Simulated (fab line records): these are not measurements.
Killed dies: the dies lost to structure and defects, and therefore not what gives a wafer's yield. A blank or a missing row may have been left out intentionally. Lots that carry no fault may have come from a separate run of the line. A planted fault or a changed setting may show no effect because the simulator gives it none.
2 desks, one fault    flow gf180mcu    what lay behind the numbers comes last; until then each desk has only its own

## DESK OF THE TOOL OWNER: implanter-01
For each lot that ran on this tool, the mean over its sampled wafers that have a number, from the tool's own readings at GF_VT_IMPLANT_IMPLANT_19. Any lot whose mean is over 4 standard deviations away from the usual mean is out of limits and marked OUT; that distance is given in the brackets.
Columns: A = beam energy keV at GF_VT_IMPLANT_IMPLANT_19, usual 100.00; B = tilt deg at GF_VT_IMPLANT_IMPLANT_19, usual 6.999 degrees
lot   first seen here  A                 B
L652  day 7 01:54      99.99             7.013
L653  day 7 06:14      100.03            6.983
L657  day 8 11:06      102.90 (+88) OUT  7.015
L661  day 9 10:29      102.90 (+88) OUT  7.015
L671  day 12 02:06     100.00            6.971
This desk finds L657, L661 out of limits, L657 being first, at day 8 11:06 (beam energy keV at GF_VT_IMPLANT_IMPLANT_19). In limits: L652, L653, L671.

## FROM THE METROLOGY DESK
What the gauges read, lot by lot, whatever tool the lot ran on: means of the sampled wafers that have a number. Any lot whose mean is over 4 standard deviations away from the usual mean is out of limits and marked OUT; that distance is given in the brackets.
Columns: A = cd nm at GF_STI_CD_MEAS_12, usual 219.8 nm; B = NWELL_RS at GF_VT_IMPLANT_RS_MEAS_47, usual 487.6 ohm/sq
lot   first seen here  A      B
L649  day 2 01:33      220.0  488.0
L650  day 2 06:23      219.7  487.5
L651  day 2 11:24      220.4  488.1
L652  day 2 17:01      218.6  486.3
L653  day 2 21:51      220.5  488.7
L657  day 3 20:19      222.0  488.4
L661  day 4 15:41      219.4  488.4
L663  day 5 01:28      220.7  487.6
L664  day 5 07:07      219.7  487.1
L666  day 5 17:01      220.2  487.8
L669  day 6 08:16      220.2  488.1
L670  day 6 13:07      218.9  485.8
L671  day 6 18:53      219.7  488.7
L672  day 7 00:52      220.2  488.1
This desk found nothing out of limits on any of the 14 lots.

## BROUGHT TOGETHER
An alarm could have come from the tool owner's desk at day 8 11:06, on L657, L661.
From the metrology desk's view, nothing was out of limits.
The metrology desk holds a record of L657, L661, inside its limits.
On implanter-01, each named lot ran GF_VT_IMPLANT_IMPLANT_19.

## WHAT HAD BEEN PUT IN BY THE SIMULATOR
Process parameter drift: implanter-01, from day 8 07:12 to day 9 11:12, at GF_VT_IMPLANT_IMPLANT_19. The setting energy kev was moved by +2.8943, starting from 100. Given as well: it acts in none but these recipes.
Lots struck among those shown: L657, L661.
Time in hours from fault onset to the first out-of-limits reading at each desk: the tool owner's desk, 4.
